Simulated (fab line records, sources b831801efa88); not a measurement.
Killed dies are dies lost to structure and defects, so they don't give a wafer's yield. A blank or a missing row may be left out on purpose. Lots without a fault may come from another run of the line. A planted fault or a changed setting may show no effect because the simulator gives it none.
fab line records | flow sky130
record lots=5 wafers=15 last_day=50
route steps=708 shown CONTACT@413 METAL1@434
lots that met no fault: from a run of the same line without faults
start_h: hours from the record's first day to the start of the lot's first wafer shown | wait_h: hours since the lot's step before | " the same as in the row above | L1.1+2: a row that stands for several wafers | - no value, or no start given | * or withheld: withheld | < > ~ a bound
route shown NAME@n: a module of which the file shows steps, and the number in the route of the first | usual: mean/standard deviation of fault-free wafers | same: alike in all rows | chamber/n: place in a boat | sites: the reading at each site | _std_site: their standard deviation | _edge_site: outer sites' mean less inner sites' | radius_mm: how far each site lies from the wafer's centre | mask NAME#n: copy n | behind: the tool/chamber that last shaped the wafer | hold: why the lot was held/for how many hours/how that ended | device: the transistor (n, p or np) that didn't switch | end of line: the same wafers' tests at the end of the route | a step without rows: its recipe alone | killed: dies lost to structure and defects at the first sort, not the wafer's yield | map: a wafer's dies, x killed, . not, _ none there
set.NAME: the setting as run; set.NAME@STEP: as run at that earlier step | model.NAME: the simulator's own value behind a step, which no gauge read
lots at some steps of the route; a table a step, a row a wafer
services: from which hour (start_h, from the record's first day; less than 0 if before it) a tool's chamber was out of use, for how many hours, and why
## steps
# step SKY_CONTACT_HMDS_07
# recipe prime_time_s=60 prime_temp_c=120
# columns lot.wafer tool chamber start_h wait_h
L086.3+4+5 litho_track-03 0 833.46 0.1
L091.2+5+6 litho_track-01 0 848.85 0.1
L093.1+2+6 litho_track-03 0 864.61 0.1
L096.4+5+6 litho_track-03 0 882.89 0.1
L097.3+4+6 litho_track-04 0 893.30 0.1
# step SKY_CONTACT_COAT_08
# recipe resist=BARC temp_c=withheld time_s=withheld spin_rpm=3000 resist_thk_nm=60
# columns lot.wafer tool chamber start_h wait_h
L086.3+4+5 litho_track-03 0 833.61 0.1
L091.2+5+6 litho_track-01 0 849.00 0.1
L093.1+2+6 litho_track-03 0 864.76 0.1
L096.4+5+6 litho_track-03 0 883.04 0.1
L097.3+4+6 litho_track-04 0 893.45 0.1
# step SKY_CONTACT_COAT_09
# recipe resist=KrF-thick spin_rpm=3000 resist_thk_nm=450
# columns lot.wafer tool chamber start_h wait_h
L086.3+4+5 litho_track-03 0 - -
L091.2+5+6 litho_track-01 0 - -
L093.1+2+6 litho_track-03 0 - -
L096.4+5+6 litho_track-03 0 - -
L097.3+4+6 litho_track-04 0 - -
# step SKY_CONTACT_SOFTBAKE_10
# recipe temp_c=100 time_s=90 resist=KrF-thick
# columns lot.wafer tool chamber start_h wait_h
L086.3+4+5 litho_track-03 0 - -
L091.2+5+6 litho_track-01 0 - -
L093.1+2+6 litho_track-03 0 - -
L096.4+5+6 litho_track-03 0 - -
L097.3+4+6 litho_track-04 0 - -
# step SKY_CONTACT_EXPOSE_11
# recipe mask_id=CTM1 na=0.8 source_shape=annular sigma_inner=0.55 sigma_outer=0.85 target_cd_nm=170 dose_mj=38
# columns lot.wafer tool chamber start_h wait_h mask
L086.3+4+5 krf_scanner-01 0 - - CTM1#0
L091.2+5+6 krf_scanner-01 0 - - CTM1#0
L093.1+2+6 krf_scanner-02 0 - - CTM1#0
L096.4+5+6 krf_scanner-01 0 - - CTM1#0
L097.3+4+6 krf_scanner-02 0 - - CTM1#0
# step SKY_CONTACT_PEB_12
# recipe peb_temp_c=withheld peb_time_s=withheld resist=KrF-thick
# columns lot.wafer tool chamber start_h wait_h
L086.3+4+5 litho_track-04 0 - -
L091.2+5+6 litho_track-01 0 - -
L093.1+2+6 litho_track-03 0 - -
L096.4+5+6 litho_track-04 0 - -
L097.3+4+6 litho_track-04 0 - -
# step SKY_CONTACT_DEVELOP_13
# recipe develop_time_s=62.64 resist=KrF-thick dev_temp_c=21
# columns lot.wafer tool chamber start_h wait_h
L086.3+4+5 litho_track-04 0 - -
L091.2+5+6 litho_track-01 0 - -
L093.1+2+6 litho_track-03 0 - -
L096.4+5+6 litho_track-04 0 - -
L097.3+4+6 litho_track-04 0 - -
# step SKY_CONTACT_CD_MEAS_14
# recipe target_cd_nm=170
# usual cd_nm=169.4/1.4
# columns lot.wafer tool chamber start_h wait_h cd_nm
L086.3 cd_sem-01 - 846.14 - 166.8
L086.4 " - " " 166.0
L086.5 " - " " 167.4
L091.2 cd_sem-02 - 862.24 - 170.1
L091.5 " - " " 169.4
L091.6 " - " " 169.7
L093.1 cd_sem-01 - 878.21 - 169.6
L093.2 " - " " 169.7
L093.6 " - " " 167.9
L096.4 cd_sem-01 - 895.56 - 169.6
L096.5 " - " " 169.2
L096.6 " - " " 169.6
L097.3 cd_sem-01 - 906.64 - 170.5
L097.4 " - " " 168.4
L097.6 " - " " 168.3
# step SKY_CONTACT_OVL_MEAS_15
# usual CONTACT_OVL=-2/5.4
# columns lot.wafer tool chamber start_h wait_h CONTACT_OVL[nm]
L086.3 overlay-01 - 846.23 0.1 5
L086.4 " - " " -10
L086.5 " - " " 5
L091.2 overlay-01 - 862.35 0.1 2
L091.5 " - " " 6
L091.6 " - " " 8
L093.1 overlay-01 - 878.33 0.1 -1
L093.2 " - " " 2
L093.6 " - " " 9
L096.4 overlay-01 - 895.63 0.1 2
L096.5 " - " " -4
L096.6 " - " " 2
L097.3 overlay-02 - 906.73 0.1 5
L097.4 " - " " -3
L097.6 " - " " 5
# step SKY_CONTACT_ETCH_16
# recipe chemistry=N2/H2 target=BARC ion_energy_ev=200 source_w=500 bias_w=100 pressure_mtorr=30 n2_flow_sccm=100 h2_flow_sccm=200 stop_on=SiO2 time_s=45.9 target_depth_a=600
# usual drypump_motor_current_A=5.7/0.39 oes_product_au=0.854/0.0052 throttle_valve_pct=13.223/0.011
# columns lot.wafer tool chamber start_h wait_h drypump_motor_current_A oes_product_au rf_hours_counter_h throttle_valve_pct
L086.3 rie_diel-04 0 846.25 0.0 5.2 0.853 1 13.236
L086.4 " 3 " " 5.6 0.856 19 13.228
L086.5 " 1 " " 5.0 0.853 - 13.223
L091.2 rie_diel-02 3 862.38 0.0 5.0 0.847 2 13.226
L091.5 " 0 " " 5.7 0.858 - 13.206
L091.6 " 1 " " 5.5 0.856 - 13.225
L093.1 rie_diel-02 1 878.37 0.0 5.5 0.856 15 13.233
L093.2 " 0 " " 5.7 0.853 11 13.236
L093.6 " 1 " " 5.5 0.860 - 13.217
L096.4 rie_diel-02 1 895.65 0.0 5.5 0.852 16 13.226
L096.5 " 2 " " 5.8 0.843 - 13.234
L096.6 " 3 " " 5.0 0.850 - 13.209
L097.3 rie_diel-03 2 906.75 0.0 5.9 0.860 21 13.236
L097.4 " 1 " " 6.0 0.859 16 13.233
L097.6 " 1 " " 6.0 0.854 - 13.231
# step SKY_CONTACT_ETCH_17
# recipe target=SiO2 chemistry=C4F8/O2/Ar stop_on=Si3N4 mask_material=KrF-thick source_w=1500 bias_w=1200 pressure_mtorr=40 c4f8_flow_sccm=withheld O2_flow_sccm=6 Ar_flow_sccm=300 time_s=withheld target_depth_a=3400
# usual oes_product_au=0.893/0.0048
# columns lot.wafer tool chamber start_h wait_h oes_product_au
L086.3 rie_diel-04 0 846.29 0.0 0.897
L086.4 " 3 " " 0.891
L086.5 " 1 " " 0.896
L091.2 rie_diel-02 3 862.42 0.0 0.890
L091.5 " 0 " " 0.902
L091.6 " 1 " " 0.897
L093.1 rie_diel-02 1 878.41 0.0 0.899
L093.2 " 0 " " 0.896
L093.6 " 1 " " 0.898
L096.4 rie_diel-02 1 895.70 0.0 0.886
L096.5 " 2 " " 0.891
L096.6 " 3 " " 0.882
L097.3 rie_diel-03 2 906.80 0.0 0.887
L097.4 " 1 " " 0.895
L097.6 " 1 " " 0.900
# step SKY_CONTACT_ETCH_18
# recipe target=Si3N4 chemistry=CHF3/O2 stop_on=TiN source_w=600 bias_w=200 pressure_mtorr=40 chf3_flow_sccm=50 O2_flow_sccm=5 time_s=39 target_depth_a=750
# usual drypump_motor_current_A=5.7/0.39 oes_product_au=0.853/0.0075 throttle_valve_pct=8.792/0.0089
# columns lot.wafer tool chamber start_h wait_h drypump_motor_current_A oes_product_au rf_hours_counter_h throttle_valve_pct
L086.3 rie_diel-04 0 - - 5.2 0.853 1 8.802
L086.4 " 3 " " 5.6 0.865 19 8.795
L086.5 " 1 " " 4.9 0.852 - 8.796
L091.2 rie_diel-02 3 - - 5.0 0.849 2 8.797
L091.5 " 0 " " 5.7 0.849 - 8.788
L091.6 " 1 " " 5.5 0.857 - 8.794
L093.1 rie_diel-02 1 - - 5.5 0.842 15 8.789
L093.2 " 0 " " 5.7 0.854 11 8.802
L093.6 " 1 " " 5.5 0.858 - 8.788
L096.4 rie_diel-02 1 - - 5.6 0.848 16 8.784
L096.5 " 2 " " 5.8 0.841 - 8.794
L096.6 " 3 " " 5.0 0.853 - 8.795
L097.3 rie_diel-03 2 - - 5.9 0.849 21 8.794
L097.4 " 1 " " 6.0 0.859 16 8.779
L097.6 " 1 " " 6.0 0.856 - 8.800
# step SKY_CONTACT_STRIP_19
# recipe chemistry=O2/N2 power_w=1400 pressure_mtorr=1500 platen_temp_c=withheld o2_flow_sccm=3000 n2_flow_sccm=300 overash_fraction=0.5
# usual drypump_motor_current_A=6.14/0.22 oes_product_au=0.380/0.0045 strip_time_to_endpoint_s=3.61/0.031
# columns lot.wafer tool chamber start_h wait_h drypump_motor_current_A oes_product_au rf_hours_counter_h strip_time_to_endpoint_s
L086.3 plasma_asher-03 1 846.42 - 5.80 0.379 - 3.59
L086.4 " 0 " " 6.45 0.380 - 3.58
L086.5 " 1 " " 5.82 0.380 - 3.58
L091.2 plasma_asher-04 1 862.51 - 6.31 0.379 8 3.60
L091.5 " 1 " " 6.31 0.373 - 3.65
L091.6 " 0 " " 6.03 0.378 - 3.57
L093.1 plasma_asher-04 1 878.50 - 6.32 0.380 9 3.59
L093.2 " 0 " " 6.01 0.384 9 3.65
L093.6 " 1 " " 6.32 0.381 - 3.59
L096.4 plasma_asher-04 1 895.82 - 6.26 0.369 - 3.60
L096.5 " 1 " " 6.26 0.384 - 3.63
L096.6 " 0 " " 6.02 0.383 - 3.62
L097.3 plasma_asher-01 1 906.92 - 6.14 0.379 - 3.61
L097.4 " 0 " " 6.15 0.382 - 3.56
L097.6 " 1 " " 6.12 0.379 - 3.55
# step SKY_CONTACT_STRIP_20
# recipe chemistry=post_etch_residue_remover time_s=1200 temp_c=72.5
# columns lot.wafer tool chamber start_h wait_h
L086.3+4+5 wet_bench-04 1 846.48 0.0
L091.2+5+6 wet_bench-02 3 862.61 0.1
L093.1+2+6 wet_bench-04 0 878.60 0.1
L096.4+5+6 wet_bench-04 3 895.89 0.0
L097.3+4+6 wet_bench-02 0 906.99 0.0
# step SKY_CONTACT_CLEAN_21
# recipe chemistry=IPA time_s=180 temp_c=25
# columns lot.wafer tool chamber start_h wait_h
L086.3+4+5 wet_bench-02 3 846.83 0.0
L091.2+5+6 wet_bench-03 0 862.99 0.0
L093.1+2+6 wet_bench-02 3 878.94 0.0
L096.4+5+6 wet_bench-02 3 896.23 0.0
L097.3+4+6 wet_bench-03 2 907.33 0.0
# step SKY_CONTACT_CLEAN_22
# recipe chemistry=O3/DIW dry=n2_spin
# columns lot.wafer tool chamber start_h wait_h
L086.3+4+5 wet_bench-04 2 846.88 0.0
L091.2+5+6 wet_bench-04 2 863.04 0.0
L093.1+2+6 wet_bench-03 1 879.00 0.0
L096.4+5+6 wet_bench-03 3 896.29 0.0
L097.3+4+6 wet_bench-04 1 907.39 0.0
# step SKY_CONTACT_SPUTTER_23
# recipe material=TiN target_thk_nm=20 chamber_pressure_pa=5 power_w=4000 time_s=80
# usual throttle_valve_pct=29.7/0.92
# columns lot.wafer tool chamber start_h wait_h throttle_valve_pct
L086.3 pvd_sputter-01 - 846.98 0.0 30.6
L086.4 " - " " 29.7
L086.5 " - " " 29.2
L091.2 pvd_sputter-01 - 863.14 0.0 30.7
L091.5 " - " " 30.7
L091.6 " - " " 30.2
L093.1 pvd_sputter-01 - 879.09 0.0 29.6
L093.2 " - " " 28.4
L093.6 " - " " 30.7
L096.4 pvd_sputter-01 - 896.39 0.0 29.7
L096.5 " - " " 28.3
L096.6 " - " " 31.0
L097.3 pvd_sputter-04 - 907.49 0.0 30.0
L097.4 " - " " 30.0
L097.6 " - " " 27.9
# step SKY_CONTACT_CVD_24
# recipe material=W target_thk_nm=340 time_s=102.12 temp_c=400 pressure_torr=40
# usual heater_power_w=893/53
# columns lot.wafer tool chamber start_h wait_h heater_power_w
L086.3 cvd_w-01 1 847.07 0.1 920
L086.4 " 0 " " 906
L086.5 " 0 " " 891
L091.2 cvd_w-01 0 863.20 0.0 896
L091.5 " 1 " " 926
L091.6 " 0 " " 881
L093.1 cvd_w-02 1 879.15 0.0 916
L093.2 " 0 " " 787
L093.6 " 1 " " 935
L096.4 cvd_w-01 1 896.48 0.1 933
L096.5 " 1 " " 954
L096.6 " 0 " " 891
L097.3 cvd_w-01 1 907.59 0.1 930
L097.4 " 0 " " 890
L097.6 " 1 " " 938
# step SKY_CONTACT_RS_MEAS_25
# recipe thk_meas_gauge=four-point-probe reads=W_of_CONTACT_CVD_24+TiN_of_CONTACT_SPUTTER_23
# usual CONTACT_W_RS=0.338/0.0042
# columns lot.wafer tool chamber start_h wait_h CONTACT_W_RS[ohm/sq]
L086.3 film_metro-01 - 847.19 0.1 0.340
L086.4 " - " " 0.334
L086.5 " - " " 0.337
L091.2 film_metro-03 - 863.33 0.1 0.334
L091.5 " - " " 0.336
L091.6 " - " " 0.334
L093.1 film_metro-01 - 879.26 0.1 0.341
L093.2 " - " " 0.345
L093.6 " - " " 0.346
L096.4 film_metro-01 - 896.62 0.1 0.337
L096.5 " - " " 0.340
L096.6 " - " " 0.336
L097.3 film_metro-04 - 907.70 0.1 0.335
L097.4 " - " " 0.332
L097.6 " - " " 0.334
# step SKY_CONTACT_THK_MEAS_26
# recipe thk_meas_gauge=xrf reads=W_of_CONTACT_CVD_24
# usual CONTACT_W_THK=348/6.8
# columns lot.wafer tool chamber start_h wait_h CONTACT_W_THK[nm]
L086.3 film_metro-01 - 847.29 0.1 344
L086.4 " - " " 350
L086.5 " - " " 346
L091.2 film_metro-03 - 863.44 0.1 359
L091.5 " - " " 357
L091.6 " - " " 358
L093.1 film_metro-01 - 879.38 0.1 341
L093.2 " - " " 338
L093.6 " - " " 337
L096.4 film_metro-01 - 896.71 0.1 344
L096.5 " - " " 341
L096.6 " - " " 344
L097.3 film_metro-04 - 907.80 0.1 349
L097.4 " - " " 351
L097.6 " - " " 351
# step SKY_CONTACT_CMP_27
# recipe stop_on=SiO2 t_overpolish_s=15 down_force_psi=3.5 platen_rpm=60 target_thk_nm=0 pad_velocity_m_s=0.94248
# usual head_pressure_psi=3.501/0.008 motor_current_A=10.7/1.1 overpolish_run_s=15.000/0.009 time_to_endpoint_s=82.9/2.9
# columns lot.wafer tool chamber start_h wait_h head_pressure_psi motor_current_A overpolish_run_s time_to_endpoint_s
L086.4 cmp-02 1 847.38 0.1 3.492 10.6 14.997 81.0
L086.3 " 3 " " 3.485 10.0 15.004 85.5
L086.5 " 0 " " 3.493 10.1 14.999 85.1
L091.2 cmp-02 3 863.54 0.1 3.507 10.5 15.016 87.2
L091.5 " 2 " " 3.510 9.0 15.001 83.1
L091.6 " 3 " " 3.500 10.3 15.003 86.6
L093.1 cmp-02 2 879.49 0.1 3.491 8.6 14.989 79.3
L093.2 " 3 " " 3.496 11.0 14.992 79.5
L093.6 " 2 " " 3.487 9.0 15.000 80.4
L096.4 cmp-02 1 896.74 0.0 3.496 11.2 15.015 81.7
L096.5 " 1 " " 3.496 10.9 14.976 78.5
L096.6 " 2 " " 3.490 9.3 14.994 82.2
L097.4 cmp-01 3 907.89 0.1 3.497 10.1 15.013 85.3
L097.3 " 1 " " 3.494 11.6 15.003 89.5
L097.6 " 2 " " 3.497 11.6 14.993 85.4
# step SKY_METAL1_SPUTTER_00
# recipe material=Ti target_thk_nm=15 power_w=3000 time_s=10 chamber_pressure_pa=0.4
# usual throttle_valve_pct=29.3/0.95
# columns lot.wafer tool chamber start_h wait_h throttle_valve_pct
L086.3 pvd_sputter-01 - 847.63 0.1 30.8
L086.4 " - " " 30.6
L086.5 " - " " 28.5
L091.2 pvd_sputter-04 - 863.79 0.2 29.5
L091.5 " - " " 29.8
L091.6 " - " " 30.4
L093.1 pvd_sputter-04 - 879.74 0.2 29.7
L093.2 " - " " 30.2
L093.6 " - " " 27.9
L096.4 pvd_sputter-04 - 897.04 0.2 27.9
L096.5 " - " " 27.9
L096.6 " - " " 29.5
L097.3 pvd_sputter-03 - 908.14 0.1 28.2
L097.4 " - " " 29.8
L097.6 " - " " 30.1
# step SKY_METAL1_SPUTTER_01
# recipe material=TiN target_thk_nm=20 power_w=6500 time_s=16.7 chamber_pressure_pa=0.4
# usual throttle_valve_pct=29.3/0.92
# columns lot.wafer tool chamber start_h wait_h throttle_valve_pct
L086.3 pvd_sputter-01 - 847.65 0.0 30.3
L086.4 " - " " 30.7
L086.5 " - " " 28.5
L091.2 pvd_sputter-04 - 863.81 0.0 29.6
L091.5 " - " " 30.0
L091.6 " - " " 30.2
L093.1 pvd_sputter-04 - 879.77 0.0 29.8
L093.2 " - " " 29.9
L093.6 " - " " 27.8
L096.4 pvd_sputter-04 - 897.06 0.0 27.9
L096.5 " - " " 27.9
L096.6 " - " " 29.5
L097.3 pvd_sputter-03 - 908.16 0.0 28.2
L097.4 " - " " 30.1
L097.6 " - " " 30.1
# step SKY_METAL1_SPUTTER_02
# recipe material=AlCu target_thk_nm=250 power_w=10600 time_s=13.3 chamber_pressure_pa=0.4
# usual throttle_valve_pct=29.3/0.94
# columns lot.wafer tool chamber start_h wait_h throttle_valve_pct
L086.3 pvd_sputter-01 - 847.68 0.0 30.6
L086.4 " - " " 30.7
L086.5 " - " " 28.2
L091.2 pvd_sputter-04 - 863.84 0.0 29.7
L091.5 " - " " 30.1
L091.6 " - " " 30.1
L093.1 pvd_sputter-04 - 879.79 0.0 29.5
L093.2 " - " " 30.2
L093.6 " - " " 27.8
L096.4 pvd_sputter-04 - 897.08 0.0 27.8
L096.5 " - " " 28.0
L096.6 " - " " 29.9
L097.3 pvd_sputter-03 - 908.19 0.0 28.2
L097.4 " - " " 30.0
L097.6 " - " " 30.0
# step SKY_METAL1_SPUTTER_03
# recipe material=Ti target_thk_nm=5 power_w=3000 time_s=3.3 chamber_pressure_pa=0.4106
# usual throttle_valve_pct=29.2/0.95
# columns lot.wafer tool chamber start_h wait_h throttle_valve_pct
L086.3 pvd_sputter-01 - 847.70 0.0 30.3
L086.4 " - " " 30.7
L086.5 " - " " 28.3
L091.2 pvd_sputter-04 - 863.86 0.0 29.6
L091.5 " - " " 29.8
L091.6 " - " " 30.1
L093.1 pvd_sputter-04 - 879.82 0.0 29.5
L093.2 " - " " 30.1
L093.6 " - " " 28.0
L096.4 pvd_sputter-04 - 897.11 0.0 27.9
L096.5 " - " " 28.0
L096.6 " - " " 29.5
L097.3 pvd_sputter-03 - 908.21 0.0 28.3
L097.4 " - " " 29.8
L097.6 " - " " 30.1
# step SKY_METAL1_SPUTTER_04
# recipe material=TiN target_thk_nm=70 power_w=6500 time_s=58.3 chamber_pressure_pa=0.4
# usual throttle_valve_pct=29.3/0.94
# columns lot.wafer tool chamber start_h wait_h throttle_valve_pct
L086.3 pvd_sputter-01 - 847.72 0.0 30.3
L086.4 " - " " 30.6
L086.5 " - " " 28.5
L091.2 pvd_sputter-04 - 863.88 0.0 29.8
L091.5 " - " " 29.8
L091.6 " - " " 30.4
L093.1 pvd_sputter-04 - 879.83 0.0 29.7
L093.2 " - " " 30.3
L093.6 " - " " 27.8
L096.4 pvd_sputter-04 - 897.13 0.0 27.9
L096.5 " - " " 27.9
L096.6 " - " " 29.8
L097.3 pvd_sputter-03 - 908.23 0.0 28.4
L097.4 " - " " 30.0
L097.6 " - " " 30.1
# step SKY_METAL1_RS_MEAS_05
# recipe thk_meas_gauge=four-point-probe reads=TiN_of_METAL1_SPUTTER_04+Ti_of_METAL1_SPUTTER_03+AlCu_of_METAL1_SPUTTER_02+TiN_of_METAL1_SPUTTER_01+Ti_of_METAL1_SPUTTER_00
# usual METAL1_ALCU_RS=0.1265/0.0014
# columns lot.wafer tool chamber start_h wait_h METAL1_ALCU_RS[ohm/sq]
L086.3 film_metro-03 - 847.81 0.1 0.1257
L086.4 " - " " 0.1278
L086.5 " - " " 0.1279
L091.2 film_metro-02 - 863.95 0.0 0.1284
L091.5 " - " " 0.1280
L091.6 " - " " 0.1287
L093.1 film_metro-04 - 879.88 0.0 0.1259
L093.2 " - " " 0.1261
L093.6 " - " " 0.1261
L096.4 film_metro-02 - 897.24 0.1 0.1266
L096.5 " - " " 0.1274
L096.6 " - " " 0.1290
L097.3 film_metro-04 - 908.32 0.1 0.1252
L097.4 " - " " 0.1266
L097.6 " - " " 0.1264
# step SKY_METAL1_THK_MEAS_06
# recipe thk_meas_gauge=xrf reads=AlCu_of_METAL1_SPUTTER_02
# usual METAL1_ALCU_THK=251.7/2.8
# columns lot.wafer tool chamber start_h wait_h METAL1_ALCU_THK[nm]
L086.3 film_metro-03 - 847.91 0.1 251.1
L086.4 " - " " 247.3
L086.5 " - " " 247.8
L091.2 film_metro-02 - 864.06 0.1 248.2
L091.5 " - " " 249.4
L091.6 " - " " 247.5
L093.1 film_metro-04 - 880.00 0.1 254.4
L093.2 " - " " 251.8
L093.6 " - " " 252.8
L096.4 film_metro-02 - 897.33 0.1 250.5
L096.5 " - " " 250.0
L096.6 " - " " 247.6
L097.3 film_metro-04 - 908.42 0.1 254.9
L097.4 " - " " 252.2
L097.6 " - " " 251.5
# step SKY_METAL1_DEHYDRATE_07
# recipe temp_c=200 time_s=60
# columns lot.wafer tool chamber start_h wait_h
L086.3+4+5 litho_track-01 0 860.17 12.3
L091.2+5+6 litho_track-02 0 876.54 12.5
L093.1+2+6 litho_track-02 0 892.12 12.1
L096.4+5+6 litho_track-01 0 910.10 12.8
L097.3+4+6 litho_track-02 0 919.97 11.5
# step SKY_METAL1_HMDS_08
# recipe prime_time_s=60 prime_temp_c=120
# columns lot.wafer tool chamber start_h wait_h
L086.3+4+5 litho_track-01 0 860.32 0.1
L091.2+5+6 litho_track-02 0 876.69 0.1
L093.1+2+6 litho_track-02 0 892.27 0.1
L096.4+5+6 litho_track-01 0 910.25 0.1
L097.3+4+6 litho_track-02 0 920.12 0.1
# step SKY_METAL1_COAT_09
# recipe resist=BARC temp_c=withheld time_s=withheld spin_rpm=3000 resist_thk_nm=60
# columns lot.wafer tool chamber start_h wait_h
L086.3+4+5 litho_track-01 0 860.47 0.1
L091.2+5+6 litho_track-02 0 876.84 0.1
L093.1+2+6 litho_track-02 0 892.42 0.1
L096.4+5+6 litho_track-01 0 910.40 0.1
L097.3+4+6 litho_track-02 0 920.27 0.1
# step SKY_METAL1_COAT_10
# recipe resist=KrF-thick spin_rpm=3000 resist_thk_nm=450
# columns lot.wafer tool chamber start_h wait_h
L086.3+4+5 litho_track-01 0 - -
L091.2+5+6 litho_track-02 0 - -
L093.1+2+6 litho_track-02 0 - -
L096.4+5+6 litho_track-01 0 - -
L097.3+4+6 litho_track-02 0 - -
# step SKY_METAL1_SOFTBAKE_11
# recipe temp_c=100 time_s=90 resist=KrF-thick
# columns lot.wafer tool chamber start_h wait_h
L086.3+4+5 litho_track-01 0 - -
L091.2+5+6 litho_track-02 0 - -
L093.1+2+6 litho_track-02 0 - -
L096.4+5+6 litho_track-01 0 - -
L097.3+4+6 litho_track-02 0 - -
# step SKY_METAL1_EXPOSE_12
# recipe mask_id=MM1 na=0.8 source_shape=annular sigma_inner=0.55 sigma_outer=0.85 target_cd_nm=140 dose_mj=28
# columns lot.wafer tool chamber start_h wait_h mask
L086.3+4+5 krf_scanner-02 0 - - MM1#0
L091.2+5+6 krf_scanner-02 0 - - MM1#0
L093.1+2+6 krf_scanner-01 0 - - MM1#0
L096.4+5+6 krf_scanner-01 0 - - MM1#0
L097.3+4+6 krf_scanner-02 0 - - MM1#0
# step SKY_METAL1_PEB_13
# recipe peb_temp_c=withheld peb_time_s=withheld resist=KrF-thick
# columns lot.wafer tool chamber start_h wait_h
L086.3+4+5 litho_track-03 0 - -
L091.2+5+6 litho_track-03 0 - -
L093.1+2+6 litho_track-02 0 - -
L096.4+5+6 litho_track-03 0 - -
L097.3+4+6 litho_track-01 0 - -
# step SKY_METAL1_DEVELOP_14
# recipe develop_time_s=60 resist=KrF-thick dev_temp_c=21
# columns lot.wafer tool chamber start_h wait_h
L086.3+4+5 litho_track-03 0 - -
L091.2+5+6 litho_track-03 0 - -
L093.1+2+6 litho_track-02 0 - -
L096.4+5+6 litho_track-03 0 - -
L097.3+4+6 litho_track-01 0 - -
# step SKY_METAL1_CD_MEAS_15
# recipe target_cd_nm=140
# usual cd_nm=139.8/1.6
# columns lot.wafer tool chamber start_h wait_h cd_nm
L086.3 cd_sem-02 - 873.35 - 140.8
L086.4 " - " " 141.7
L086.5 " - " " 142.3
L091.2 cd_sem-01 - 890.13 - 137.7
L091.5 " - " " 138.2
L091.6 " - " " 139.3
L093.1 cd_sem-02 - 906.02 - 139.8
L093.2 " - " " 140.3
L093.6 " - " " 141.6
L096.4 cd_sem-02 - 922.92 - 141.7
L096.5 " - " " 141.0
L096.6 " - " " 140.7
L097.3 cd_sem-02 - 933.01 - 136.6
L097.4 " - " " 140.7
L097.6 " - " " 138.3
# step SKY_METAL1_OVL_MEAS_16
# usual METAL1_OVL=0/6.4
# columns lot.wafer tool chamber start_h wait_h METAL1_OVL[nm]
L086.3 overlay-01 - 873.45 0.1 4
L086.4 " - " " -3
L086.5 " - " " 11
L091.2 overlay-02 - 890.24 0.1 3
L091.5 " - " " -6
L091.6 " - " " 8
L093.1 overlay-02 - 906.14 0.1 2
L093.2 " - " " -1
L093.6 " - " " 4
L096.4 overlay-01 - 923.00 0.1 -11
L096.5 " - " " -8
L096.6 " - " " -12
L097.3 overlay-02 - 933.11 0.1 4
L097.4 " - " " 1
L097.6 " - " " -7
# step SKY_METAL1_DESCUM_17
# recipe chemistry=O2 source_power_w=150 bias_power_w=0 pressure_mtorr=10 temp_c=40 time_s=8
# usual drypump_motor_current_A=5.9/0.55 oes_product_au=1.002/0.014
# columns lot.wafer tool chamber start_h wait_h drypump_motor_current_A oes_product_au rf_hours_counter_h
L086.3 rie_metal-01 1 873.48 0.0 6.2 0.985 -
L086.4 " 0 " " 6.2 1.010 -
L086.5 " 1 " " 6.3 0.988 -
L091.2 rie_metal-01 0 890.27 0.0 6.3 1.016 2
L091.5 " 0 " " 6.3 1.010 -
L091.6 " 1 " " 6.3 1.006 -
L093.1 rie_metal-04 1 906.17 0.0 4.9 1.023 6
L093.2 " 0 " " 6.4 0.991 18
L093.6 " 0 " " 6.4 0.991 -
L096.4 rie_metal-01 1 923.03 0.0 6.3 0.980 -
L096.5 " 0 " " 6.3 1.007 -
L096.6 " 1 " " 6.3 0.978 -
L097.3 rie_metal-01 1 933.14 0.0 6.3 0.976 -
L097.4 " 0 " " 6.3 0.993 -
L097.6 " 0 " " 6.2 1.002 -
# step SKY_METAL1_ETCH_18
# recipe chemistry=N2/H2 target=BARC ion_energy_ev=200 bias_w=100 pressure_mtorr=30 n2_flow_sccm=100 h2_flow_sccm=200 icp_w=500 stop_on=SiO2 time_s=45.9 target_depth_a=600
# usual drypump_motor_current_A=5.9/0.56 oes_product_au=0.854/0.0048 throttle_valve_pct=13.226/0.009
# columns lot.wafer tool chamber start_h wait_h drypump_motor_current_A oes_product_au rf_hours_counter_h throttle_valve_pct
L086.3 rie_metal-01 1 873.52 0.0 6.2 0.850 - 13.217
L086.4 " 0 " " 6.3 0.861 - 13.222
L086.5 " 1 " " 6.3 0.861 - 13.227
L091.2 rie_metal-01 0 890.30 0.0 6.3 0.859 2 13.218
L091.5 " 0 " " 6.3 0.849 - 13.218
L091.6 " 1 " " 6.3 0.859 - 13.234
L093.1 rie_metal-04 1 906.21 0.0 4.9 0.854 6 13.234
L093.2 " 0 " " 6.4 0.863 18 13.217
L093.6 " 0 " " 6.4 0.861 - 13.229
L096.4 rie_metal-01 1 923.07 0.0 6.3 0.851 - 13.227
L096.5 " 0 " " 6.3 0.860 - 13.247
L096.6 " 1 " " 6.3 0.858 - 13.226
L097.3 rie_metal-01 1 933.18 0.0 6.3 0.849 - 13.243
L097.4 " 0 " " 6.3 0.858 - 13.224
L097.6 " 0 " " 6.3 0.854 - 13.227
## services
# columns tool chamber start_h hours kind
rie_diel-04 - 810.06 14.6 pm
pvd_sputter-01 - 812.20 1.1 repair
rie_metal-01 1 821.79 3.8 repair
rie_diel-04 3 829.81 7.0 repair
pvd_sputter-01 - 831.40 0.6 repair
cvd_w-01 - 834.79 2.8 pm
rie_metal-01 - 835.37 2.6 repair
rie_diel-03 0 841.52 8.3 repair
krf_scanner-01 - 842.10 1.3 pm
rie_diel-03 0 853.35 13.6 repair
plasma_asher-03 - 857.78 0.9 repair
pvd_sputter-03 - 859.20 7.4 repair
krf_scanner-01 - 859.63 8.3 repair
plasma_asher-04 - 871.86 1.4 repair
krf_scanner-01 - 876.38 2.5 repair
krf_scanner-02 - 879.95 1.0 pm
pvd_sputter-04 - 886.45 0.7 repair
krf_scanner-01 - 888.71 1.0 pm
wet_bench-03 - 909.96 1.7 repair
wet_bench-02 - 920.25 4.4 pm
pvd_sputter-01 - 924.06 0.8 repair
krf_scanner-01 - 927.13 0.8 pm
rie_diel-03 1 929.94 2.6 repair
pvd_sputter-03 - 931.83 0.7 repair
## key
fault none
